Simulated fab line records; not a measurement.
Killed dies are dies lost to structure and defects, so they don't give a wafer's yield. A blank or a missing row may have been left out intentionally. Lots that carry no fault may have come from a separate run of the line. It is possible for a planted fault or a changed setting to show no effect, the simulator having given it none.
The tool behind it: which one? / flow gf180mcu / 42 wafers from 14 lots sampled at 4 of the route's 602 steps

WHAT THE GAUGES SHOWED, per wafer
GF_M1_CD_MEAS_14: the cd target is 230 nm. Usual: 230.5 nm for cdNm, sd 1.3.
lot=L874; measured=day 16 17:07; on=cdSem-01; cdNm (nm)=231.0 230.7 230.1; flag=
lot=L875; measured=day 17 04:40; on=cdSem-02; cdNm (nm)=232.3 231.0 232.1; flag=
lot=L876; measured=day 18 15:52; on=cdSem-01; cdNm (nm)=231.8 230.7 230.0; flag=
lot=L877; measured=day 18 22:25; on=cdSem-01; cdNm (nm)=231.1 229.4 231.2; flag=
lot=L879; measured=day 18 23:38; on=cdSem-02; cdNm (nm)=228.0 227.9 227.9; flag=
lot=L880; measured=day 19 08:31; on=cdSem-02; cdNm (nm)=229.1 227.6 228.5; flag=
lot=L884; measured=day 21 05:31; on=cdSem-01; cdNm (nm)=230.2 229.9 230.2; flag=
lot=L885; measured=day 21 11:50; on=cdSem-01; cdNm (nm)=228.8 229.4 228.6; flag=
lot=L886; measured=day 21 13:19; on=cdSem-01; cdNm (nm)=232.1 230.8 230.9; flag=
lot=L892; measured=day 23 16:36; on=cdSem-01; cdNm (nm)=228.8 228.5 228.6; flag=
lot=L893; measured=day 24 00:43; on=cdSem-02; cdNm (nm)=230.9 230.7 231.5; flag=
lot=L894; measured=day 24 10:19; on=cdSem-02; cdNm (nm)=231.6 230.8 232.0; flag=
lot=L895; measured=day 24 14:21; on=cdSem-01; cdNm (nm)=232.2 231.8 232.4; flag=
lot=L896; measured=day 24 21:35; on=cdSem-02; cdNm (nm)=230.3 228.8 230.9; flag=

TOOL THAT RAN EACH LOT (tool first, then ch and the chambers of the sampled wafers, then the start)
lot=L874; GF_VT_IMPLANT_SOFTBAKE_03=lithoTrack-02 ch 0, day 5 00:32; GF_CONTACT_CVD_24=cvdW-01 ch 0, day 15 19:13; GF_M1_SPUTTER_00=pvdSputter-04, day 15 19:52
lot=L875; GF_VT_IMPLANT_SOFTBAKE_03=lithoTrack-03 ch 0, day 5 06:04; GF_CONTACT_CVD_24=cvdW-01 ch 0,1, day 16 06:28; GF_M1_SPUTTER_00=pvdSputter-03, day 16 07:02
lot=L876; GF_VT_IMPLANT_SOFTBAKE_03=lithoTrack-04 ch 0, day 6 05:05; GF_CONTACT_CVD_24=cvdW-01 ch 0,1, day 17 16:55; GF_M1_SPUTTER_00=pvdSputter-01, day 17 17:29
lot=L877; GF_VT_IMPLANT_SOFTBAKE_03=lithoTrack-02 ch 0, day 6 08:04; GF_CONTACT_CVD_24=cvdW-01 ch 0, day 17 22:37; GF_M1_SPUTTER_00=pvdSputter-01, day 17 23:11
lot=L879; GF_VT_IMPLANT_SOFTBAKE_03=lithoTrack-03 ch 0, day 6 10:53; GF_CONTACT_CVD_24=cvdW-01 ch 0,1, day 17 23:27; GF_M1_SPUTTER_00=pvdSputter-01, day 18 00:04
lot=L880; GF_VT_IMPLANT_SOFTBAKE_03=lithoTrack-03 ch 0, day 6 16:32; GF_CONTACT_CVD_24=cvdW-01 ch 0,1, day 18 07:48; GF_M1_SPUTTER_00=pvdSputter-03, day 18 08:23
lot=L884; GF_VT_IMPLANT_SOFTBAKE_03=lithoTrack-04 ch 0, day 8 00:01; GF_CONTACT_CVD_24=cvdW-02 ch 0,1, day 20 05:23; GF_M1_SPUTTER_00=pvdSputter-01, day 20 05:58
lot=L885; GF_VT_IMPLANT_SOFTBAKE_03=lithoTrack-04 ch 0, day 8 06:43; GF_CONTACT_CVD_24=cvdW-01 ch 0,1, day 20 12:00; GF_M1_SPUTTER_00=pvdSputter-04, day 20 12:35
lot=L886; GF_VT_IMPLANT_SOFTBAKE_03=lithoTrack-02 ch 0, day 8 12:05; GF_CONTACT_CVD_24=cvdW-01 ch 0, day 20 13:13; GF_M1_SPUTTER_00=pvdSputter-04, day 20 13:48
lot=L892; GF_VT_IMPLANT_SOFTBAKE_03=lithoTrack-03 ch 0, day 9 23:17; GF_CONTACT_CVD_24=cvdW-01 ch 0,1, day 22 16:41; GF_M1_SPUTTER_00=pvdSputter-03, day 22 17:32
lot=L893; GF_VT_IMPLANT_SOFTBAKE_03=lithoTrack-04 ch 0, day 10 08:05; GF_CONTACT_CVD_24=cvdW-02 ch 0,1, day 23 00:56; GF_M1_SPUTTER_00=pvdSputter-04, day 23 01:30
lot=L894; GF_VT_IMPLANT_SOFTBAKE_03=lithoTrack-04 ch 0, day 10 14:20; GF_CONTACT_CVD_24=cvdW-01 ch 0,1, day 23 11:53; GF_M1_SPUTTER_00=pvdSputter-03, day 23 12:28
lot=L895; GF_VT_IMPLANT_SOFTBAKE_03=lithoTrack-02 ch 0, day 10 20:01; GF_CONTACT_CVD_24=cvdW-01 ch 1, day 23 15:20; GF_M1_SPUTTER_00=pvdSputter-04, day 23 15:55
lot=L896; GF_VT_IMPLANT_SOFTBAKE_03=lithoTrack-03 ch 0, day 11 02:02; GF_CONTACT_CVD_24=cvdW-02 ch 0,1, day 23 23:46; GF_M1_SPUTTER_00=pvdSputter-01, day 24 00:21
- GF_VT_IMPLANT_SOFTBAKE_03: time 60 s.
- GF_CONTACT_CVD_24: deposits W, target thk 300 nm, time 90.339 s.
- GF_M1_SPUTTER_00: material Ti, target thk 37.5 nm, time 150 s.

WHAT THE TOOLS THEMSELVES READ (means of the sampled wafers that have a number; where no wafer has one, the mark that the record gives instead)
GF_VT_IMPLANT_SOFTBAKE_03. Usual: heaterPowerTotalW 56.60 W, standard deviation 0.047; runLengthS 88.91 s, standard deviation 0.26.
lot=L874; tool=lithoTrack-02; heaterPowerTotalW (W)=56.57; runLengthS (s)=89.26; flag=
lot=L875; tool=lithoTrack-03; heaterPowerTotalW (W)=56.56; runLengthS (s)=88.74; flag=
lot=L876; tool=lithoTrack-04; heaterPowerTotalW (W)=56.58; runLengthS (s)=88.76; flag=
lot=L877; tool=lithoTrack-02; heaterPowerTotalW (W)=56.59; runLengthS (s)=89.15; flag=
lot=L879; tool=lithoTrack-03; heaterPowerTotalW (W)=56.60; runLengthS (s)=88.68; flag=
lot=L880; tool=lithoTrack-03; heaterPowerTotalW (W)=56.62; runLengthS (s)=88.68; flag=
lot=L884; tool=lithoTrack-04; heaterPowerTotalW (W)=56.63; runLengthS (s)=88.85; flag=
lot=L885; tool=lithoTrack-04; heaterPowerTotalW (W)=56.59; runLengthS (s)=88.83; flag=
lot=L886; tool=lithoTrack-02; heaterPowerTotalW (W)=56.63; runLengthS (s)=89.28; flag=
lot=L892; tool=lithoTrack-03; heaterPowerTotalW (W)=56.61; runLengthS (s)=88.73; flag=
lot=L893; tool=lithoTrack-04; heaterPowerTotalW (W)=58.34; runLengthS (s)=84.01; flag=OFF
lot=L894; tool=lithoTrack-04; heaterPowerTotalW (W)=58.37; runLengthS (s)=83.80; flag=OFF
lot=L895; tool=lithoTrack-02; heaterPowerTotalW (W)=56.58; runLengthS (s)=89.24; flag=
lot=L896; tool=lithoTrack-03; heaterPowerTotalW (W)=56.54; runLengthS (s)=88.76; flag=

GF_CONTACT_CVD_24. Usual: 792 W for heaterPowerW, sd 29.
lot=L874; tool=cvdW-01; heaterPowerW (W)=803; flag=
lot=L875; tool=cvdW-01; heaterPowerW (W)=777; flag=
lot=L876; tool=cvdW-01; heaterPowerW (W)=783; flag=
lot=L877; tool=cvdW-01; heaterPowerW (W)=795; flag=
lot=L879; tool=cvdW-01; heaterPowerW (W)=784; flag=
lot=L880; tool=cvdW-01; heaterPowerW (W)=778; flag=
lot=L884; tool=cvdW-02; heaterPowerW (W)=812; flag=
lot=L885; tool=cvdW-01; heaterPowerW (W)=777; flag=
lot=L886; tool=cvdW-01; heaterPowerW (W)=821; flag=
lot=L892; tool=cvdW-01; heaterPowerW (W)=791; flag=
lot=L893; tool=cvdW-02; heaterPowerW (W)=813; flag=
lot=L894; tool=cvdW-01; heaterPowerW (W)=796; flag=
lot=L895; tool=cvdW-01; heaterPowerW (W)=756; flag=
lot=L896; tool=cvdW-02; heaterPowerW (W)=797; flag=

GF_M1_SPUTTER_00. Usual: cathodeDcPowerW 4000.0 W, standard deviation 0.72; chamberPressurePa 2.001 Pa, standard deviation 0.004; throttleValvePct 30.0 %, standard deviation 0.53.
lot=L874; tool=pvdSputter-04; cathodeDcPowerW (W)=4000.5; chamberPressurePa (Pa)=2.001; throttleValvePct (%)=29.9; flag=
lot=L875; tool=pvdSputter-03; cathodeDcPowerW (W)=3999.0; chamberPressurePa (Pa)=2.002; throttleValvePct (%)=30.7; flag=
lot=L876; tool=pvdSputter-01; cathodeDcPowerW (W)=4000.2; chamberPressurePa (Pa)=2.000; throttleValvePct (%)=29.8; flag=
lot=L877; tool=pvdSputter-01; cathodeDcPowerW (W)=4000.4; chamberPressurePa (Pa)=2.002; throttleValvePct (%)=29.8; flag=
lot=L879; tool=pvdSputter-01; cathodeDcPowerW (W)=3999.5; chamberPressurePa (Pa)=2.001; throttleValvePct (%)=29.9; flag=
lot=L880; tool=pvdSputter-03; cathodeDcPowerW (W)=4000.0; chamberPressurePa (Pa)=1.998; throttleValvePct (%)=30.6; flag=
lot=L884; tool=pvdSputter-01; cathodeDcPowerW (W)=4000.0; chamberPressurePa (Pa)=2.001; throttleValvePct (%)=29.8; flag=
lot=L885; tool=pvdSputter-04; cathodeDcPowerW (W)=3999.5; chamberPressurePa (Pa)=1.997; throttleValvePct (%)=29.7; flag=
lot=L886; tool=pvdSputter-04; cathodeDcPowerW (W)=4000.4; chamberPressurePa (Pa)=2.001; throttleValvePct (%)=30.1; flag=
lot=L892; tool=pvdSputter-03; cathodeDcPowerW (W)=3999.7; chamberPressurePa (Pa)=2.003; throttleValvePct (%)=30.9; flag=
lot=L893; tool=pvdSputter-04; cathodeDcPowerW (W)=3999.7; chamberPressurePa (Pa)=2.001; throttleValvePct (%)=29.5; flag=
lot=L894; tool=pvdSputter-03; cathodeDcPowerW (W)=3999.9; chamberPressurePa (Pa)=2.000; throttleValvePct (%)=30.6; flag=
lot=L895; tool=pvdSputter-04; cathodeDcPowerW (W)=4000.4; chamberPressurePa (Pa)=2.000; throttleValvePct (%)=29.7; flag=
lot=L896; tool=pvdSputter-01; cathodeDcPowerW (W)=3999.8; chamberPressurePa (Pa)=2.009; throttleValvePct (%)=29.8; flag=

THE ANSWER, worked out from the rows above alone
Rule: lot off if the mean of its wafers having a number is beyond 3 standard deviations from the usual mean. A lot without any number at a reading at which 4 lots or more have one is off too. Any other lot the step has rows for is counted as sound. First the gauges in route order, then the tools' own readings, where a lot's mean is used as printed above. The first step at which some lot is off is used, and at that step the reading that is off furthest; a lot without a number counts as furthest.
Off at GF_VT_IMPLANT_SOFTBAKE_03 (heaterPowerTotalW): L893, L894.
A tool fits if, at that step or a process step before it, it ran every lot that is off, and no sound lot after the first of them. One fits: GF_VT_IMPLANT_SOFTBAKE_03 on lithoTrack-04. Its last sound lot is L885 (day 8 06:43), its first lot that is off L893 (day 10 08:05): a fault that began between those two fits.
The tool's own readings at GF_VT_IMPLANT_SOFTBAKE_03 bear it out: on the lots that are off they differ by more than 5 times the standard deviation of the sound lots' means. heaterPowerTotalW reads 58.36 W there against 56.59 W on the sound lots; runLengthS reads 83.91 s there against 88.91 s on the sound lots.

WHAT HAD BEEN PUT IN BY THE SIMULATOR
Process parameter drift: lithoTrack-04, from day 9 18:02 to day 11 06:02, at GF_VT_IMPLANT_SOFTBAKE_03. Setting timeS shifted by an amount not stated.
Struck lots among those shown: L893, L894. Same finding as the rule above.
